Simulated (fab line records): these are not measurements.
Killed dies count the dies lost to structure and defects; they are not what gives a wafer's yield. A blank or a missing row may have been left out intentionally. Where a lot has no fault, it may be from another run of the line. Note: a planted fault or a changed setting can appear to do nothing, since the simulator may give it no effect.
The tool behind it: which one? -- flow sky130 -- 12 lots (36 wafers sampled), 1 step of a 708-step route

== WHAT EACH GAUGE READ, for each wafer ==
SKY_POLY_GATE_OVL_MEAS_14.
lot,measured,on,POLY_GATE_OVL (nm)
L075,day 17 04:55,overlay-02,3 2 1
L076,day 18 01:30,overlay-01,-5 -5 -7
L079,day 18 12:05,overlay-02,-7 -4 -4
L080,day 19 04:08,overlay-02,5 -6 -7
L083,day 20 03:26,overlay-02,2 1 6
L085,day 20 18:04,overlay-01,-2 0 -5
L087,day 21 11:25,overlay-01,4 -2 4
L089,day 22 02:02,overlay-01,-3 -2 -1
L090,day 22 15:31,overlay-01,6 -2 -3
L093,day 23 12:45,overlay-02,2 7 6
L095,day 24 05:10,overlay-02,2 0 3
L097,day 24 18:22,overlay-02,5 5 -2

== WHICH TOOL RAN EACH LOT (tool, then ch and the chambers of the sampled wafers, then the start) ==
Before these readings, the record contains no process step.

== THE ANSWER, worked out from the rows above alone ==
Rule: usual is defined by the lots themselves. The widest of any qualifying gaps counts: lots, ordered by their means at a reading, are off when they make up no more than a third of the lots, leave a main group of 4 or more, and stand apart from it by 3 or more times the standard deviation of that group's means. Not used: any main group whose means are identical at the precision the tables above print for the reading. Also off: a lot with no number at a reading for which 4 or more lots have one. Any other lot the step has rows for is counted as sound.
None of the lots is off at any reading shown; this tells nothing.

== WHAT HAD BEEN PUT IN BY THE SIMULATOR ==
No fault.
